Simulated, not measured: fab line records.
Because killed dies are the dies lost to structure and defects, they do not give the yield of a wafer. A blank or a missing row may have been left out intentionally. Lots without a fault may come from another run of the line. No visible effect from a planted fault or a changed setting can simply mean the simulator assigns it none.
Which of the tools did it? / flow sfq line / 21 wafers from 7 lots sampled at 5 of the route's 325 steps

## WHAT THE GAUGES READ, wafer by wafer
SFQ_M6_RS_MEAS_938: measures by four-point-probe.
lot=L627; measured=day 63 01:14; on=film metro-02; M6_NB_RS (ohm/sq)=0.902 0.909 0.899
lot=L631; measured=day 71 01:55; on=film metro-01; M6_NB_RS (ohm/sq)=0.877 0.871 0.877
lot=L635; measured=day 75 21:01; on=film metro-02; M6_NB_RS (ohm/sq)=- - -
lot=L637; measured=day 76 01:49; on=film metro-04; M6_NB_RS (ohm/sq)=0.894 0.897 0.889
lot=L643; measured=day 77 04:01; on=film metro-02; M6_NB_RS (ohm/sq)=0.911 0.908 0.913
lot=L645; measured=day 77 16:31; on=film metro-04; M6_NB_RS (ohm/sq)=0.889 0.889 0.895
lot=L648; measured=day 78 00:21; on=film metro-04; M6_NB_RS (ohm/sq)=0.885 0.887 0.888

## WHICH TOOL RAN EACH LOT (tool, then ch and the chambers of the sampled wafers, then the start)
lot=L627; SFQ_TRILAYER_M5_STRIP_STRIP_127=rie metal-04 ch 0,1, day 47 01:47; SFQ_TRILAYER_R5_DEP_SPUTTER_134=pvd sputter-03, day 47 15:32; SFQ_TRILAYER_I5_ETCH_VIA_ETCH_147=rie diel-02 ch 1,2, day 58 16:01; SFQ_TRILAYER_M6_DEP_SPUTTER_157=pvd sputter-04, day 63 01:07
lot=L631; SFQ_TRILAYER_M5_STRIP_STRIP_127=rie metal-02 ch 0,1, day 60 10:14; SFQ_TRILAYER_R5_DEP_SPUTTER_134=pvd sputter-03, day 60 15:23; SFQ_TRILAYER_I5_ETCH_VIA_ETCH_147=rie diel-03 ch 0,2, day 66 09:26; SFQ_TRILAYER_M6_DEP_SPUTTER_157=pvd sputter-05, day 71 01:49
lot=L635; SFQ_TRILAYER_M5_STRIP_STRIP_127=rie metal-03 ch 0,1, day 63 20:20; SFQ_TRILAYER_R5_DEP_SPUTTER_134=pvd sputter-04, day 64 01:28; SFQ_TRILAYER_I5_ETCH_VIA_ETCH_147=rie diel-04 ch 1,2, day 71 05:44; SFQ_TRILAYER_M6_DEP_SPUTTER_157=pvd sputter-06, day 75 20:56
lot=L637; SFQ_TRILAYER_M5_STRIP_STRIP_127=rie metal-03 ch 1, day 64 11:56; SFQ_TRILAYER_R5_DEP_SPUTTER_134=pvd sputter-03, day 64 17:04; SFQ_TRILAYER_I5_ETCH_VIA_ETCH_147=rie diel-03 ch 1,2,3, day 71 08:08; SFQ_TRILAYER_M6_DEP_SPUTTER_157=pvd sputter-04, day 76 01:44
lot=L643; SFQ_TRILAYER_M5_STRIP_STRIP_127=rie metal-02 ch 0,1, day 66 12:04; SFQ_TRILAYER_R5_DEP_SPUTTER_134=pvd sputter-05, day 67 04:10; SFQ_TRILAYER_I5_ETCH_VIA_ETCH_147=rie diel-02 ch 0,1,3, day 76 23:49; SFQ_TRILAYER_M6_DEP_SPUTTER_157=pvd sputter-06, day 77 03:55
lot=L645; SFQ_TRILAYER_M5_STRIP_STRIP_127=rie metal-03 ch 0,1, day 66 18:04; SFQ_TRILAYER_R5_DEP_SPUTTER_134=pvd sputter-05, day 67 09:31; SFQ_TRILAYER_I5_ETCH_VIA_ETCH_147=rie diel-02 ch 0,1,2, day 77 10:37; SFQ_TRILAYER_M6_DEP_SPUTTER_157=pvd sputter-05, day 77 16:25
lot=L648; SFQ_TRILAYER_M5_STRIP_STRIP_127=rie metal-04 ch 0,1, day 67 13:28; SFQ_TRILAYER_R5_DEP_SPUTTER_134=pvd sputter-04, day 67 18:34; SFQ_TRILAYER_I5_ETCH_VIA_ETCH_147=rie diel-04 ch 0,2,3, day 77 17:49; SFQ_TRILAYER_M6_DEP_SPUTTER_157=pvd sputter-05, day 78 00:04
- SFQ_TRILAYER_M5_STRIP_STRIP_127: strips in O2.
- SFQ_TRILAYER_R5_DEP_SPUTTER_134: material Ti, target thk 5 nm, time 5 s.
- SFQ_TRILAYER_I5_ETCH_VIA_ETCH_147: etches the open film in CHF3, stops on Nb, target depth 360 nm.
- SFQ_TRILAYER_M6_DEP_SPUTTER_157: material Nb, target thk 200 nm, time 133.3 s.

## THE ANSWER, worked out from the rows above alone
Rule: the lots themselves supply what counts as usual. The widest of any qualifying gaps counts: lots, ordered by their means at a reading, are off when they make up no more than a third of the lots, leave a main group of 4 or more, and stand apart from it by 3 or more times the standard deviation of that group's means. The tables above print the reading to a certain number of digits; a main group whose means all agree to those digits is not used. Also off: a lot with no number at a reading for which 4 or more lots have one. Where the step has rows for the other lots, those lots are counted as sound.
Off: L635, seen at SFQ_M6_RS_MEAS_938 (M6_NB_RS). Without a number there: L635. For the main group the mean is 0.893 ohm/sq and the standard deviation 0.011.
If a tool, at a process step before that reading, ran all the lots that are off and no sound lot after the first of them, it fits. Those tools and the gauges at SFQ_M6_RS_MEAS_938 are tried in the same way. Of those tried, none fits.

## WHAT THE SIMULATOR PUT IN
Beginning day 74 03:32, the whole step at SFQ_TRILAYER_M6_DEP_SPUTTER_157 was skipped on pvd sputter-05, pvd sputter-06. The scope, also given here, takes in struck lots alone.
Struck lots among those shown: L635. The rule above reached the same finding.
